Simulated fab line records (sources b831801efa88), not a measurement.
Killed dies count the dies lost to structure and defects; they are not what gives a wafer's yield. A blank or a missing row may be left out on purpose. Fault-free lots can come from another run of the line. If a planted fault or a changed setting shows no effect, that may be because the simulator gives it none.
Which tool is to blame?    flow sky130    24 lots with 72 wafers sampled at 6 steps, on a route of 708 steps

== WHAT THE GAUGES SHOWED, per wafer ==
SKY_LI_CONTACT_THK_MEAS_23: measures by xrf.
lot   measured      on             LI_CONTACT_W_THK (nm)
L074  day 29 05:45  film-metro-03  405 399 400
L075  day 29 15:39  film-metro-02  408 406 404
L076  day 29 18:04  film-metro-03  398 401 405
L077  day 30 02:48  film-metro-04  399 400 396
L078  day 30 13:53  film-metro-04  399 399 406
L079  day 30 18:06  film-metro-04  393 398 396
L080  day 31 03:08  film-metro-04  399 400 403
L081  day 31 15:46  film-metro-03  398 394 400
L082  day 31 22:36  film-metro-04  394 399 399
L083  day 32 08:56  film-metro-04  406 398 403
L084  day 32 15:43  film-metro-04  392 392 390
L085  day 33 01:11  film-metro-02  404 395 407
L086  day 33 04:55  film-metro-04  390 403 400
L087  day 33 13:24  film-metro-04  400 395 396
L088  day 33 19:22  film-metro-03  394 400 395
L089  day 34 05:07  film-metro-02  404 409 403
L090  day 34 17:09  film-metro-02  406 402 406
L091  day 34 20:51  film-metro-02  405 404 402
L092  day 35 02:58  film-metro-03  395 390 390
L093  day 35 14:25  film-metro-03  400 391 391
L094  day 35 20:11  film-metro-03  401 393 397
L095  day 36 08:31  film-metro-04  396 402 398
L096  day 36 13:01  film-metro-04  393 390 390
L097  day 36 17:16  film-metro-03  401 402 405

SKY_LOCAL_INTERCONNECT_OVL_MEAS_12.
lot   measured      on          LOCAL_INTERCONNECT_OVL (nm)
L074  day 30 10:49  overlay-02  -4 -2 3
L075  day 30 20:57  overlay-01  -1 -2 6
L076  day 30 22:10  overlay-01  1 9 7
L077  day 31 06:55  overlay-01  6 11 -2
L078  day 31 18:19  overlay-02  5 -1 2
L079  day 31 22:22  overlay-01  8 4 9
L080  day 32 07:23  overlay-01  7 6 7
L081  day 32 19:22  overlay-02  -8 0 4
L082  day 33 02:13  overlay-01  7 9 10
L083  day 33 12:40  overlay-01  3 3 5
L084  day 33 17:32  overlay-01  -2 2 7
L085  day 34 05:06  overlay-01  18 13 14
L086  day 34 08:26  overlay-01  1 -4 0
L087  day 34 16:10  overlay-01  6 -2 -5
L088  day 34 22:37  overlay-02  6 5 11
L089  day 35 08:40  overlay-02  8 0 2
L090  day 35 20:16  overlay-02  4 3 2
L091  day 35 22:52  overlay-01  3 2 6
L092  day 36 05:28  overlay-01  5 8 8
L093  day 36 17:00  overlay-01  0 7 6
L094  day 36 22:28  overlay-02  9 6 3
L095  day 37 11:01  overlay-01  -11 0 -11
L096  day 37 15:54  overlay-02  8 -2 -2
L097  day 37 20:07  overlay-01  5 3 3

SKY_METAL3_OVL_MEAS_14.
lot   measured      on          METAL3_OVL (nm)
L074  day 38 15:31  overlay-01  0 4 4
L075  day 38 23:37  overlay-01  4 -2 -2
L076  day 38 23:58  overlay-02  6 5 4
L077  day 39 08:18  overlay-01  2 1 7
L078  day 39 19:52  overlay-02  5 1 -8
L079  day 39 22:18  overlay-02  0 1 -5
L080  day 40 08:04  overlay-01  3 5 3
L081  day 40 18:44  overlay-02  2 -1 -4
L082  day 41 00:14  overlay-02  -7 0 -3
L083  day 41 07:49  overlay-01  -5 8 1
L084  day 41 13:40  overlay-02  -9 -4 -4
L085  day 42 00:09  overlay-01  0 -7 -4
L086  day 42 03:33  overlay-01  0 3 -3
L087  day 42 09:40  overlay-02  -5 -2 -2
L088  day 42 16:43  overlay-02  4 5 4
L089  day 43 01:08  overlay-02  10 6 13
L090  day 43 10:52  overlay-01  2 -3 -2
L091  day 43 12:01  overlay-01  9 -4 -4
L092  day 43 19:15  overlay-01  8 3 -8
L093  day 44 07:17  overlay-02  -1 -1 -2
L094  day 44 09:10  overlay-01  4 12 3
L095  day 44 20:34  overlay-01  5 -3 4
L096  day 44 23:36  overlay-02  -5 -4 3
L097  day 45 06:49  overlay-02  0 2 -1

== EACH LOT AND THE TOOL THAT RAN IT (in order: tool; ch and the chambers of the sampled wafers; start) ==
lot   SKY_FIELD_ISO_ETCH_17            SKY_POLY_GATE_ETCH_16               SKY_METAL3_SPUTTER_00
L074  rie-si-02 ch 0,3, day 2 06:43    rie-diel-04 ch 0,1,3, day 16 10:56  pvd-sputter-02, day 36 11:02
L075  rie-si-02 ch 0,1, day 2 11:01    rie-diel-04 ch 0,2, day 16 17:22    pvd-sputter-02, day 36 19:16
L076  rie-si-02 ch 2,3, day 2 14:43    rie-diel-04 ch 1,2,3, day 16 22:59  pvd-sputter-04, day 36 19:36
L077  rie-si-01 ch 0,1,3, day 2 19:54  rie-diel-01 ch 1,2, day 17 06:29    pvd-sputter-02, day 37 04:44
L078  rie-si-01 ch 0,1,2, day 3 02:49  rie-diel-04 ch 0,3, day 17 20:40    pvd-sputter-01, day 37 16:04
L079  rie-si-02 ch 0,1,3, day 3 07:22  rie-diel-03 ch 0,1,3, day 18 03:25  pvd-sputter-04, day 37 19:46
L080  rie-si-02 ch 0,1,3, day 3 11:19  rie-diel-04 ch 0,3, day 18 09:17    pvd-sputter-04, day 38 05:01
L081  rie-si-01 ch 0,1,3, day 3 17:57  rie-diel-01 ch 0,1, day 19 00:02    pvd-sputter-02, day 38 16:33
L082  rie-si-01 ch 0,2,3, day 3 21:58  rie-diel-01 ch 1,2,3, day 19 09:37  pvd-sputter-02, day 38 22:23
L083  rie-si-01 ch 1,2,3, day 4 03:58  rie-diel-04 ch 0,2,3, day 19 17:02  pvd-sputter-01, day 39 06:07
L084  rie-si-02 ch 1,2, day 4 09:12    rie-diel-04 ch 1,2, day 20 04:10    pvd-sputter-01, day 39 12:04
L085  rie-si-02 ch 1,2,3, day 4 15:37  rie-diel-03 ch 0,1,3, day 20 12:43  pvd-sputter-04, day 39 23:15
L086  rie-si-02 ch 0,1,2, day 4 19:12  rie-diel-01 ch 0,1,2, day 20 19:01  pvd-sputter-04, day 40 02:25
L087  rie-si-01 ch 2,3, day 5 00:57    rie-diel-01 ch 2,3, day 21 03:07    pvd-sputter-04, day 40 08:47
L088  rie-si-01 ch 0,1,2, day 5 06:54  rie-diel-01 ch 0,1,3, day 21 13:49  pvd-sputter-02, day 40 15:29
L089  rie-si-01 ch 1,2,3, day 5 11:39  rie-diel-04 ch 1,2, day 21 23:50    pvd-sputter-04, day 41 00:43
L090  rie-si-02 ch 1,2,3, day 5 16:46  rie-diel-04 ch 1,2,3, day 22 13:10  pvd-sputter-02, day 41 10:58
L091  rie-si-02 ch 0,2,3, day 5 21:21  rie-diel-04 ch 2,3, day 22 16:20    pvd-sputter-01, day 41 12:27
L092  rie-si-01 ch 1,3, day 6 03:22    rie-diel-04 ch 1,3, day 23 00:46    pvd-sputter-01, day 41 20:00
L093  rie-si-01 ch 0,1,3, day 6 06:58  rie-diel-03 ch 2,3, day 23 14:23    pvd-sputter-04, day 42 08:33
L094  rie-si-02 ch 2,3, day 6 13:26    rie-diel-03 ch 1,3, day 23 18:40    pvd-sputter-04, day 42 09:43
L095  rie-si-02 ch 1,3, day 6 19:36    rie-diel-01 ch 0,2,3, day 24 06:16  pvd-sputter-04, day 42 22:26
L096  rie-si-01 ch 0,3, day 6 23:58    rie-diel-01 ch 0,2,3, day 24 15:04  pvd-sputter-01, day 43 02:04
L097  rie-si-02 ch 0,1, day 7 05:06    rie-diel-03 ch 1,3, day 24 21:19    pvd-sputter-02, day 43 08:24
- SKY_FIELD_ISO_ETCH_17: etches Si in HBr/Cl2/O2, target depth 342 nm, time 97.7 s.
- SKY_POLY_GATE_ETCH_16: etches Si3N4 in CH3F/O2, stops on poly-Si, time 147.5 s, target depth 75 nm.
- SKY_METAL3_SPUTTER_00: material Ti, target thk 15 nm, time 10 s.

== AS READ BY THE TOOLS THEMSELVES (means over the sampled wafers that have a number; for cases with no such wafer, the mark the record gives instead) ==
SKY_FIELD_ISO_ETCH_17.
lot   tool       drypump-motor-current-A (A)  oes-product-au (a.u.)  throttle-valve-pct (%)
L074  rie-si-02  6.0                          1.001                  25.653
L075  rie-si-02  5.6                          1.001                  25.659
L076  rie-si-02  5.8                          1.010                  25.658
L077  rie-si-01  5.7                          1.001                  25.657
L078  rie-si-01  5.9                          1.001                  25.657
L079  rie-si-02  5.8                          0.998                  25.657
L080  rie-si-02  5.8                          0.995                  25.647
L081  rie-si-01  5.7                          1.007                  25.662
L082  rie-si-01  5.7                          1.002                  25.655
L083  rie-si-01  5.6                          1.001                  25.666
L084  rie-si-02  5.4                          1.010                  25.650
L085  rie-si-02  5.6                          1.005                  25.650
L086  rie-si-02  5.6                          1.008                  25.648
L087  rie-si-01  5.6                          1.007                  25.649
L088  rie-si-01  5.9                          1.001                  25.662
L089  rie-si-01  5.6                          1.000                  25.648
L090  rie-si-02  5.6                          0.995                  25.657
L091  rie-si-02  5.8                          1.001                  25.654
L092  rie-si-01  5.4                          0.995                  25.651
L093  rie-si-01  5.7                          0.997                  25.659
L094  rie-si-02  5.6                          1.005                  25.654
L095  rie-si-02  5.9                          0.992                  25.658
L096  rie-si-01  5.5                          0.991                  25.664
L097  rie-si-02  5.5                          1.013                  25.655

SKY_POLY_GATE_ETCH_16.
lot   tool         ch3f-flow-sccm (sccm)  drypump-motor-current-A (A)  oes-product-au (a.u.)  throttle-valve-pct (%)
L074  rie-diel-04  40.03                  5.9                          0.639                  10.536
L075  rie-diel-04  39.93                  5.9                          0.640                  10.536
L076  rie-diel-04  40.05                  5.8                          0.641                  10.531
L077  rie-diel-01  40.08                  6.2                          0.641                  10.536
L078  rie-diel-04  39.97                  5.9                          0.639                  10.539
L079  rie-diel-03  40.00                  5.6                          0.649                  10.540
L080  rie-diel-04  40.02                  5.7                          0.637                  10.539
L081  rie-diel-01  39.93                  5.7                          0.638                  10.537
L082  rie-diel-01  40.07                  5.9                          0.641                  10.531
L083  rie-diel-04  39.99                  5.8                          0.638                  10.536
L084  rie-diel-04  39.95                  5.8                          0.639                  10.538
L085  rie-diel-03  40.09                  5.7                          0.638                  10.533
L086  rie-diel-01  40.08                  6.0                          0.639                  10.536
L087  rie-diel-01  39.92                  5.7                          0.641                  10.536
L088  rie-diel-01  39.91                  5.7                          0.638                  10.529
L089  rie-diel-04  39.89                  5.8                          0.647                  10.548
L090  rie-diel-04  39.95                  5.8                          0.634                  10.539
L091  rie-diel-04  39.93                  5.7                          0.643                  10.540
L092  rie-diel-04  39.92                  5.8                          0.639                  10.534
L093  rie-diel-03  40.02                  5.5                          0.642                  10.544
L094  rie-diel-03  39.99                  6.0                          0.636                  10.541
L095  rie-diel-01  39.93                  5.8                          0.645                  10.535
L096  rie-diel-01  40.05                  5.8                          0.635                  10.541
L097  rie-diel-03  39.98                  6.0                          0.643                  10.534

SKY_METAL3_SPUTTER_00.
lot   tool            throttle-valve-pct (%)
L074  pvd-sputter-02  30.2
L075  pvd-sputter-02  30.4
L076  pvd-sputter-04  29.6
L077  pvd-sputter-02  30.4
L078  pvd-sputter-01  29.5
L079  pvd-sputter-04  30.0
L080  pvd-sputter-04  30.1
L081  pvd-sputter-02  30.2
L082  pvd-sputter-02  30.5
L083  pvd-sputter-01  28.9
L084  pvd-sputter-01  29.8
L085  pvd-sputter-04  29.7
L086  pvd-sputter-04  30.0
L087  pvd-sputter-04  30.1
L088  pvd-sputter-02  30.2
L089  pvd-sputter-04  30.2
L090  pvd-sputter-02  30.4
L091  pvd-sputter-01  29.9
L092  pvd-sputter-01  30.0
L093  pvd-sputter-04  30.2
L094  pvd-sputter-04  30.4
L095  pvd-sputter-04  30.0
L096  pvd-sputter-01  29.6
L097  pvd-sputter-02  29.8

== THE ANSWER, worked out from the rows above alone ==
Rule: the usual values come from the lots themselves. The widest of any qualifying gaps counts: lots, ordered by their means at a reading, are off when they make up no more than a third of the lots, leave a main group of 4 or more, and stand apart from it by 3 or more times the standard deviation of that group's means. The tables above print the reading to a certain number of digits; a main group whose means all agree to those digits is not used. Also off: a lot with no number at a reading for which 4 or more lots have one. All remaining lots with rows at the step are treated as sound. Order of review: gauges by route order, followed by the tools' own readings, for which a lot's mean as printed above is used. The first step at which some lot is off is used, and at that step the reading that is off furthest; a lot without a number counts as furthest.
No lot is off at any reading shown: from this, nothing can be told.

== WHAT THE SIMULATOR HAD PUT IN ==
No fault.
